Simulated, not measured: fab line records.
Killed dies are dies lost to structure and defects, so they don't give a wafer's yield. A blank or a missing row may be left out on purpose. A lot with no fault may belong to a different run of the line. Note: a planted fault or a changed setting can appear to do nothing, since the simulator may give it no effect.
One fault through the eyes of 2 desks | flow gf180mcu | each desk holds nothing but its own numbers, with what lay behind them at the end

## TOOL OWNER'S DESK, furnace-02
The tool's own readings at GF_DUAL_GATE_OXIDATION_02 (stabilise 600 s, purge 300 s, target thk 10.887 nm): means of the sampled wafers that have a number, for each lot that ran on this tool. Any lot whose mean is over 4 standard deviations away from the usual mean is out of limits and marked OUT; that distance is given in the brackets.
Columns: A = ox temp c at GF_DUAL_GATE_OXIDATION_02, usual 900.0 C; B = spike tc top C at GF_DUAL_GATE_OXIDATION_02, usual 915.2 C
lot  | first seen here | A     | B
L916 | day 8 10:04     | 900.2 | 918.1
L917 | day 8 13:27     | 900.2 | 916.3
L918 | day 9 00:26     | 899.7 | 916.8
L919 | day 9 05:46     | 900.2 | 917.2
L928 | day 11 22:22    | 900.0 | 917.4
L936 | day 14 07:29    | 899.7 | 917.2
Finding of this desk: none of the 6 lots has anything out of limits.

## FROM THE METROLOGY DESK
What the gauges read for every lot (on any tool): the sampled wafers with a number, averaged. Any lot whose mean is over 4 standard deviations away from the usual mean is out of limits and marked OUT; that distance is given in the brackets.
Columns: A = INCOMING_BOW at GF_STI_BOW_MEAS_00, usual -1 um; B = VT_IMPLANT_02_OVL at GF_VT_IMPLANT_OVL_MEAS_29, usual -0.7 nm; C = DUAL_GATE_OXIDATION_00_THK at GF_DUAL_GATE_THK_MEAS_03, usual 11.01 nm; D = PSD_OVL at GF_PSD_OVL_MEAS_08, usual 0.6 nm
lot  | first seen here | A  | B    | C               | D
L915 | day 1 20:01     | -4 | -1.0 | 11.17           | -0.3
L916 | day 2 01:00     | 3  | 0.4  | 10.87           | -1.0
L917 | day 2 06:00     | -2 | -2.1 | 10.89           | 0.4
L918 | day 2 11:02     | 1  | 0.9  | 13.77 (+14) OUT | 0.7
L919 | day 2 16:00     | 5  | -1.3 | 14.26 (+16) OUT | 2.2
L928 | day 4 13:02     | -5 | -3.2 | 10.85           | 3.4
L929 | day 4 18:00     | -2 | -1.7 | 11.21           | 0.1
L930 | day 4 23:01     | 2  | -2.4 | 11.24           | 0.3
L931 | day 5 04:00     | 0  | -0.1 | 10.95           | -0.3
L932 | day 5 09:00     | -2 | -0.6 | 11.24           | 2.3
L933 | day 5 14:00     | -1 | -0.9 | 11.05           | 1.2
L934 | day 5 19:00     | -4 | -0.0 | 11.12           | -1.8
L935 | day 6 00:00     | -3 | 1.0  | 11.07           | 0.5
L936 | day 6 05:00     | -2 | -1.0 | 10.92           | 3.5
This desk finds L918, L919 out of limits, with the earliest case on L918 at day 9 01:55 (DUAL_GATE_OXIDATION_00_THK at GF_DUAL_GATE_THK_MEAS_03). In limits: L915, L916, L917, L928, L929, L930, L931, L932, L933, L934, L935, L936.

## TAKEN TOGETHER
L918, L919 would have let the metrology desk raise an alarm at day 9 01:55.
Nothing out of limits was seen by the tool owner's desk.
The tool owner's desk has L918, L919 on record, within its limits.
All the named lots went through GF_DUAL_GATE_OXIDATION_02 on furnace-02.

## WHAT HAD BEEN PUT IN BY THE SIMULATOR
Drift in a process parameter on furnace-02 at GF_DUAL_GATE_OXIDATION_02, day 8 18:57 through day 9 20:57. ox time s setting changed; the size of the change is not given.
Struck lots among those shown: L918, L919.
Delay in hours, fault start to first out-of-limits reading, per desk: metrology desk 7.
